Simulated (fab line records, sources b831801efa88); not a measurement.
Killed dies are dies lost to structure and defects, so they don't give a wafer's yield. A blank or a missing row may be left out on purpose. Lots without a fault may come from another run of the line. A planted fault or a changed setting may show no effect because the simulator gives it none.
A struck lot beside a sound one | flow sky130 | 27 steps out of a route of 708
Sound: wafers L440.1, L440.4, L440.6. Struck: wafers L450.2, L450.4, L450.5. The cause comes at the end.
At each step with rows: each side's tool, then ch and its chambers, then its first start. Under that, the readings that differ: sound wafers | struck wafers | difference of the means | sigmas: that difference in standard deviations of wafers without a fault.
alike: readings whose means differ by less than 2 such deviations, and words and numbers that are the same on both sides. not compared: withheld readings, readings that some wafer has no value for, bounds like >300 that may hide the same value, and numbers for which the record gives no deviation and whose values overlap.
The two part at a step that has a row with sigmas, a row that says differs or no value, or rows on one side only. Numbers that don't overlap but have no deviation are shown without sigmas and don't part them. A reading that every wafer of one side lacks parts them only if that side has two wafers or more.

first, 1 step without rows for these wafers: SKY_VIA4_ETCH_12 (etches SiO2 in C4F8/O2/Ar, stops on TiN, target depth 580 nm).
SKY_VIA4_STRIP_13: strips in O2/N2.
  sound on plasma_asher-01 ch 0,1, day 43 03:21; struck on plasma_asher-04 ch 0,1, day 46 17:23
  alike: drypump_motor_current_A, oes_product_au, strip_time_to_endpoint_s
  not compared: rf_hours_counter_h
then, 5 steps without rows for these wafers: SKY_VIA4_STRIP_14 (strips in post etch residue remover, time 1200 s); SKY_VIA4_CLEAN_15 (cleans in IPA, time 180 s); SKY_VIA4_CLEAN_16 (cleans in O3/DIW); SKY_VIA4_SPUTTER_17 (material TiN, target thk 20 nm, time 80 s); SKY_VIA4_CVD_18 (deposits W, target thk 505 nm, time 152.14 s).
SKY_VIA4_RS_MEAS_19: measures by four-point-probe.
  sound on film_metro-02, day 43 04:09; struck on film_metro-03, day 46 18:13
  reading            | sound                | struck               | difference | sigmas
  VIA4_W_RS (ohm/sq) | 0.2311 0.2328 0.2275 | 0.2238 0.2229 0.2255 | -0.0064    | -2
SKY_VIA4_THK_MEAS_20: measures by xrf.
  sound on film_metro-02, day 43 04:16; struck on film_metro-03, day 46 18:19
  alike: VIA4_W_THK
SKY_VIA4_CMP_21: polishes, stops on SiO2, t overpolish 25 s, target thk 0 nm.
  sound on cmp-02 ch 0,2,3, day 43 04:20; struck on cmp-02 ch 0,2,3, day 46 18:22
  alike: edge_zone_pressure_frac, motor_current_A, overpolish_run_s, time_to_endpoint_s
then, 1 step without rows for these wafers: SKY_METAL5_SPUTTER_00 (material Ti, target thk 15 nm, time 10 s).
SKY_METAL5_SPUTTER_01: material TiN, target thk 20 nm, time 16.7 s.
  sound on pvd_sputter-01, day 43 04:40; struck on pvd_sputter-02, day 46 18:41
  alike: cathode_dc_power_W, chamber_pressure_pa, throttle_valve_pct
SKY_METAL5_SPUTTER_02: material AlCu, target thk 1150 nm, time 61.2 s.
  sound on pvd_sputter-01, day 43 04:41; struck on pvd_sputter-02, day 46 18:43
  reading                | sound             | struck            | difference | sigmas
  cathode_dc_power_W (W) | 10601 10597 10601 | 11022 11022 11024 | +423       | +99 or more
  alike: chamber_pressure_pa, throttle_valve_pct
  not compared: model.AlCu_of_METAL5_SPUTTER_02.thk_nm
SKY_METAL5_SPUTTER_03: material Ti, target thk 5 nm, time 3.3 s.
  sound on pvd_sputter-01, day 43 04:44; struck on pvd_sputter-02, day 46 18:46
  alike: cathode_dc_power_W, chamber_pressure_pa, throttle_valve_pct
then, 1 step without rows for these wafers: SKY_METAL5_SPUTTER_04 (material TiN, target thk 70 nm, time 58.3 s).
SKY_METAL5_RS_MEAS_05: measures by four-point-probe.
  sound on film_metro-01, day 43 04:48; struck on film_metro-03, day 46 18:52
  alike: METAL5_ALCU_RS
  not compared: hold
SKY_METAL5_THK_MEAS_06: measures by xrf.
  sound on film_metro-01, day 43 04:55; struck on film_metro-03, day 46 19:12
  reading              | sound          | struck         | difference | sigmas
  METAL5_ALCU_THK (nm) | 1138 1148 1163 | 1157 1198 1196 | +34        | +2
  not compared: hold
then, 7 steps without rows for these wafers: SKY_METAL5_HMDS_08 (prime time 60 s); SKY_METAL5_COAT_09 (resist thk 1800 nm); SKY_METAL5_SOFTBAKE_10 (time 60 s); SKY_METAL5_EXPOSE_11 (exposes mask MM5, target cd 1600 nm); SKY_METAL5_PEB_12; SKY_METAL5_DEVELOP_13 (develop time 60 s); SKY_METAL5_DESCUM_14 (chemistry O2, time 11 s).
SKY_METAL5_METAL_ETCH_15: etches the open film in Cl2/BCl3, stops on SiO2, target depth 1260 nm, time 252 s.
  sound on rie_metal-03 ch 0,1, day 44 04:07; struck on rie_metal-01 ch 0, day 47 13:56
  alike: drypump_motor_current_A, he_backside_leak_sccm, oes_product_au, throttle_valve_pct
  not compared: rf_hours_counter_h, model.METAL5.feature_depth_nm, model.etch.depth_nm
SKY_METAL5_STRIP_16: strips in O2/N2.
  sound on plasma_asher-04 ch 0,1, day 44 04:22; struck on plasma_asher-03 ch 1, day 47 14:10
  reading                     | sound       | struck      | difference | sigmas
  drypump_motor_current_A (A) | 5.3 5.3 5.0 | 5.9 5.9 5.9 | +0.7       | +2
  alike: oes_product_au, strip_time_to_endpoint_s
  not compared: rf_hours_counter_h
SKY_PAD_OPEN_PROBE_99:
  sound on prober-02, day 46 03:25; struck on prober-01, day 49 07:12
  reading                      | sound                   | struck                  | difference | sigmas
  model.etest.met5.rs_ohm_sq   | 0.02729 0.0271 0.02676  | 0.02638 0.02616 0.02618 | -0.00081   |
  model.etest.met5.line_ohm_um | 0.01715 0.01684 0.01673 | 0.01641 0.0163 0.01631  | -0.00057   |
  alike: defect_limited_yield, killed_at_M0_to_M3, killed_at_M4_up, killed_at_contacts, killed_at_front_end, killed_at_other, killed_dies, killed_on_rim, killed_open, killed_short, sort_bin_3_pad_short, sort_bin_5_function, sort_bin_6_memory, sort_n_pass, sort_yield_pct

WHERE THEY PART
First at SKY_VIA4_RS_MEAS_19; last, within this record, at SKY_METAL5_STRIP_16. Later steps at which nothing parts them and some readings are alike: SKY_PAD_OPEN_PROBE_99.

WHY: what the simulator had put in
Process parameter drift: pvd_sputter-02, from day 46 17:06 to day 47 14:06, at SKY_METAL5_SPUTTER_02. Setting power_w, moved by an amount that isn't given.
